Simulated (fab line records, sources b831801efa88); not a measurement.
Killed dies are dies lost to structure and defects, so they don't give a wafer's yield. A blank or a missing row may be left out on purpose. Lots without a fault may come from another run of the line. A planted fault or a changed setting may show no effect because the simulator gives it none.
fab line records | flow sky130
record lots=12 wafers=36 last_day=48
route steps=708 shown VT_ADJUST_HVTR@141 VT_ADJUST_PCH@150 GATE_OXIDE@197 SPACER@304
lots that met no fault: from a run of the same line without faults
start_h: hours from the record's first day to the start of the lot's first wafer shown | wait_h: hours since the lot's step before | " the same as in the row above | L1.1+2: a row that stands for several wafers | - no value, or no start given | * or withheld: withheld | < > ~ a bound
route shown NAME@n: a module of which the file shows steps, and the number in the route of the first | usual: mean/standard deviation of fault-free wafers | same: alike in all rows | chamber/n: place in a boat | sites: the reading at each site | _std_site: their standard deviation | _edge_site: outer sites' mean less inner sites' | radius_mm: how far each site lies from the wafer's centre | mask NAME#n: copy n | behind: the tool/chamber that last shaped the wafer | hold: why the lot was held/for how many hours/how that ended | device: the transistor (n, p or np) that didn't switch | end of line: the same wafers' tests at the end of the route | a step without rows: its recipe alone | killed: dies lost to structure and defects at the first sort, not the wafer's yield | map: a wafer's dies, x killed, . not, _ none there
set.NAME: the setting as run; set.NAME@STEP: as run at that earlier step | model.NAME: the simulator's own value behind a step, which no gauge read
steps of the route over a sample of lots; a table a step, a row a wafer
services: from which hour (start_h, from the record's first day; less than 0 if before it) a tool's chamber was out of use, for how many hours, and why
## steps
# step SKY_VT_ADJUST_HVTR_STRIP_10
# recipe chemistry=O2/N2 power_w=1400 pressure_mtorr=1500 platen_temp_c=withheld o2_flow_sccm=3000 n2_flow_sccm=300 overash_fraction=0.5
# usual drypump_motor_current_A=5.6/0.53 n2_flow_sccm=299.9/0.96 oes_product_au=0.715/0.0038 strip_time_to_endpoint_s=14.16/0.046
# columns lot.wafer tool chamber start_h wait_h drypump_motor_current_A n2_flow_sccm oes_product_au rf_hours_counter_h strip_time_to_endpoint_s
L232.1 plasma_asher-03 1 195.89 0.1 5.3 301.7 0.715 49 14.23
L232.4 " 1 " " 5.3 299.4 0.715 - 14.20
L232.6 " 0 " " 5.8 301.3 0.714 - 14.24
L233.1 plasma_asher-04 1 205.88 0.1 5.2 299.9 0.713 39 14.17
L233.3 " 0 " " 6.8 298.8 0.716 - 14.11
L233.5 " 0 " " 6.8 300.0 0.713 - 14.15
L234.1 plasma_asher-01 0 214.49 0.1 5.2 299.9 0.707 53 14.14
L234.2 " 1 " " 5.5 299.3 0.715 53 14.15
L234.4 " 1 " " 5.5 298.8 0.715 - 14.17
L235.4 plasma_asher-03 0 223.73 0.1 5.8 298.0 0.718 - 14.21
L235.5 " 1 " " 5.4 299.3 0.714 - 14.14
L235.6 " 0 " " 5.8 299.1 0.716 - 14.15
L236.4 plasma_asher-04 0 230.92 0.1 6.8 299.7 0.713 - 14.13
L236.5 " 1 " " 5.3 300.9 0.714 - 14.15
L236.6 " 0 " " 6.8 301.5 0.710 - 14.18
L237.1 plasma_asher-01 1 240.33 0.1 5.4 300.2 0.708 56 14.23
L237.2 " 0 " " 5.2 301.4 0.722 56 14.18
L237.6 " 0 " " 5.2 300.5 0.716 - 14.15
L238.3 plasma_asher-01 1 252.93 0.1 5.4 302.0 0.718 - 14.18
L238.4 " 0 " " 5.2 300.0 0.714 - 14.21
L238.5 " 1 " " 5.5 301.5 0.706 - 14.22
L239.1 plasma_asher-03 1 257.34 0.1 5.3 298.2 0.721 56 14.24
L239.3 " 0 " " 5.8 300.5 0.711 - 14.19
L239.5 " 0 " " 5.8 299.4 0.717 - 14.16
L240.1 plasma_asher-03 1 260.19 0.1 5.3 298.0 0.713 56 14.10
L240.4 " 1 " " 5.3 298.5 0.715 - 14.14
L240.5 " 0 " " 5.9 299.2 0.715 - 14.16
L241.1 plasma_asher-04 0 284.43 0.1 6.8 299.1 0.711 47 14.08
L241.2 " 1 " " 5.3 301.5 0.723 47 14.08
L241.4 " 1 " " 5.3 300.4 0.720 - 14.08
L243.1 plasma_asher-03 0 290.44 0.1 5.8 300.3 0.718 59 14.12
L243.2 " 1 " " 5.3 299.8 0.720 59 14.12
L243.3 " 0 " " 5.8 300.9 0.722 - 14.13
L244.2 plasma_asher-03 1 300.54 0.1 5.3 299.6 0.719 60 14.16
L244.4 " 1 " " 5.3 300.0 0.711 - 14.18
L244.6 " 1 " " 5.3 298.2 0.710 - 14.19
# step SKY_VT_ADJUST_PCH_OVL_MEAS_07
# usual VT_ADJUST_PCH_OVL=-0.9/1.4
# columns lot.wafer tool chamber start_h wait_h VT_ADJUST_PCH_OVL[nm]
L232.1 overlay-01 - 218.82 - -0.5
L232.4 " - " " -2.0
L232.6 " - " " -2.9
L233.1 overlay-01 - 229.93 - 0.8
L233.3 " - " " -0.4
L233.5 " - " " -0.2
L234.1 overlay-02 - 237.18 - -0.2
L234.2 " - " " -0.4
L234.4 " - " " -2.0
L235.4 overlay-01 - 246.44 - -1.9
L235.5 " - " " -1.9
L235.6 " - " " -1.8
L236.4 overlay-02 - 254.64 - 0.2
L236.5 " - " " -0.8
L236.6 " - " " -1.4
L237.1 overlay-02 - 264.73 - -3.2
L237.2 " - " " -1.1
L237.6 " - " " -2.8
L238.3 overlay-01 - 277.09 - -0.9
L238.4 " - " " -1.0
L238.5 " - " " 0.5
L239.1 overlay-02 - 281.17 - 2.9
L239.3 " - " " 3.2
L239.5 " - " " 2.3
L240.1 overlay-02 - 284.47 - 0.0
L240.4 " - " " 0.2
L240.5 " - " " 1.2
L241.1 overlay-02 - 310.72 - -2.7
L241.2 " - " " -2.5
L241.4 " - " " -1.1
L243.1 overlay-01 - 317.72 - -1.3
L243.2 " - " " -1.4
L243.3 " - " " -1.1
L244.2 overlay-01 - 327.58 - -1.1
L244.4 " - " " -2.5
L244.6 " - " " -0.3
# step SKY_GATE_OXIDE_OVL_MEAS_10
# usual GATE_OXIDE_OVL=0.1/1.5
# columns lot.wafer tool chamber start_h wait_h GATE_OXIDE_OVL[nm]
L232.1 overlay-01 - 299.13 0.1 0.5
L232.4 " - " " -1.5
L232.6 " - " " -0.6
L233.1 overlay-01 - 310.83 0.1 0.6
L233.3 " - " " -0.9
L233.5 " - " " 1.0
L234.1 overlay-01 - 320.42 0.1 -0.1
L234.2 " - " " 0.7
L234.4 " - " " 0.8
L235.4 overlay-02 - 329.74 0.1 -1.0
L235.5 " - " " 0.9
L235.6 " - " " 2.5
L236.4 overlay-01 - 339.25 0.1 0.0
L236.5 " - " " -0.1
L236.6 " - " " -1.3
L237.1 overlay-01 - 350.23 0.1 -2.0
L237.2 " - " " -4.0
L237.6 " - " " -2.5
L238.3 overlay-01 - 365.30 0.1 2.5
L238.4 " - " " 1.2
L238.5 " - " " 1.4
L239.1 overlay-01 - 370.83 0.1 1.0
L239.3 " - " " 2.7
L239.5 " - " " 2.7
L240.1 overlay-01 - 375.07 0.1 1.0
L240.4 " - " " 3.0
L240.5 " - " " 1.3
L241.1 overlay-01 - 401.98 0.1 0.2
L241.2 " - " " 0.0
L241.4 " - " " -1.0
L243.1 overlay-02 - 412.18 0.1 1.7
L243.2 " - " " 0.7
L243.3 " - " " 1.8
L244.2 overlay-02 - 424.93 0.1 0.3
L244.4 " - " " 0.0
L244.6 " - " " -1.2
# step SKY_SPACER_CVD_00
# recipe material=Si3N4 precursor=DCS/NH3 target_thk_nm=43.1 temp_c=770 time_s=740 pressure_mtorr=250
# usual susceptor_temp_C=770.0/0.32 zone_power_upper_pct=12.3/1.4
# columns lot.wafer tool chamber start_h wait_h susceptor_temp_C zone_power_upper_pct
L232.1 lpcvd-02 1 515.28 0.0 769.7 14.2
L232.4 " 1 " " 770.2 14.0
L232.6 " 1 " " 770.3 14.1
L233.1 lpcvd-02 1 532.00 0.0 769.7 14.2
L233.3 " 1 " " 770.1 14.2
L233.5 " 1 " " 770.3 14.2
L234.1 lpcvd-02 0 545.43 0.0 770.4 11.1
L234.2 " 0 " " 770.2 11.3
L234.4 " 0 " " 770.2 11.2
L235.4 lpcvd-02 0 549.23 0.0 770.2 11.5
L235.5 " 0 " " 769.9 11.0
L235.6 " 0 " " 770.6 11.1
L236.4 lpcvd-02 0 559.28 0.0 769.2 11.2
L236.5 " 0 " " 770.2 11.2
L236.6 " 0 " " 769.6 11.3
L237.1 lpcvd-02 0 572.07 0.0 769.3 11.3
L237.2 " 0 " " 769.7 11.1
L237.6 " 0 " " 769.7 11.3
L238.3 lpcvd-02 0 589.10 1.6 770.4 11.2
L238.4 " 0 " " 770.3 11.5
L238.5 " 0 " " 769.6 11.3
L239.1 lpcvd-02 1 592.72 0.5 770.1 14.2
L239.3 " 1 " " 769.4 14.0
L239.5 " 1 " " 769.5 14.3
L240.1 lpcvd-02 1 595.22 0.3 770.5 14.0
L240.4 " 1 " " 770.3 14.2
L240.5 " 1 " " 769.7 14.1
L241.1 lpcvd-02 1 620.23 0.0 769.7 14.2
L241.2 " 1 " " 770.3 13.6
L241.4 " 1 " " 770.2 14.2
L243.1 lpcvd-02 0 628.65 0.6 770.1 11.2
L243.2 " 0 " " 770.3 11.2
L243.3 " 0 " " 769.7 11.2
L244.2 lpcvd-02 1 639.87 0.0 770.0 14.4
L244.4 " 1 " " 769.7 14.2
L244.6 " 1 " " 769.4 13.9
# step SKY_SPACER_THK_MEAS_01
# recipe reads=Si3N4_of_SPACER_CVD_00
# usual SPACER_CVD_00_THK=43.1/0.44
# columns lot.wafer tool chamber start_h wait_h SPACER_CVD_00_THK[nm]
L232.1 film_metro-01 - 516.49 0.0 43.7
L232.4 " - " " 43.5
L232.6 " - " " 43.8
L233.1 film_metro-04 - 533.20 0.0 42.7
L233.3 " - " " 42.3
L233.5 " - " " 42.4
L234.1 film_metro-01 - 547.24 0.0 43.1
L234.2 " - " " 43.2
L234.4 " - " " 43.4
L235.4 film_metro-04 - 551.07 0.0 42.7
L235.5 " - " " 42.8
L235.6 " - " " 42.6
L236.4 film_metro-04 - 560.51 0.0 42.8
L236.5 " - " " 42.8
L236.6 " - " " 43.1
L237.1 film_metro-02 - 573.28 0.0 42.9
L237.2 " - " " 42.9
L237.6 " - " " 42.4
L238.3 film_metro-02 - 590.33 0.0 42.5
L238.4 " - " " 42.5
L238.5 " - " " 42.5
L239.1 film_metro-04 - 593.92 0.0 43.5
L239.3 " - " " 43.9
L239.5 " - " " 43.6
L240.1 film_metro-02 - 596.43 0.0 42.1
L240.4 " - " " 41.6
L240.5 " - " " 41.8
L241.1 film_metro-04 - 621.44 0.0 41.6
L241.2 " - " " 41.6
L241.4 " - " " 41.4
L243.1 film_metro-04 - 629.85 0.0 41.2
L243.2 " - " " 41.5
L243.3 " - " " 41.4
L244.2 film_metro-01 - 641.08 0.0 41.3
L244.4 " - " " 41.5
L244.6 " - " " 41.9
## services
# columns tool chamber start_h hours kind
plasma_asher-01 - 174.19 0.6 repair
plasma_asher-01 - 181.33 2.8 repair
plasma_asher-01 - 315.76 2.8 pm
plasma_asher-03 - 366.31 15.6 pm
plasma_asher-01 - 421.25 9.0 pm
plasma_asher-01 0 421.25 9.0 vent_cycle
plasma_asher-01 1 421.25 9.0 vent_cycle
plasma_asher-01 0 430.25 - clean
plasma_asher-01 1 430.25 - clean
plasma_asher-03 - 452.97 1.3 repair
plasma_asher-04 - 472.09 0.7 repair
plasma_asher-03 - 554.76 0.6 repair
plasma_asher-04 - 603.06 2.8 pm
plasma_asher-03 - 627.84 2.8 pm
plasma_asher-03 - 634.46 2.0 repair
## key
first_sign step=SKY_SPACER_THK_MEAS_01 reading=SPACER_CVD_00_THK direction=down sigmas=3.4 usual=43.1 struck=41.6
effect none on later readings
met_at SKY_SPACER_CVD_00
struck_lots L240,L241,L243,L244
tester_left_out L240,L241,L243,L244
not_acting_at SKY_VT_ADJUST_HVTR_STRIP_10,SKY_VT_ADJUST_PCH_OVL_MEAS_07,SKY_GATE_OXIDE_OVL_MEAS_10
onset_between 592.72 595.22
also_fits time
fault kind=site_profile_drift tool=lpcvd-02 chamber=- onset_h=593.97 steps=SKY_SPACER_CVD_00 basis=fraction max_abs_drift=0.070521 slope_share_per_hr=35.261 site_pattern=0,0,0,0,0,-1,-1,-1,-1
# tester_left_out: of these lots the tester's yield and bins aren't shown, on N5 and GAA mostly nor the transistor test; their killed dies are dies lost to structure and defects alone, not to doping, threshold or leakage, so they don't give the yield
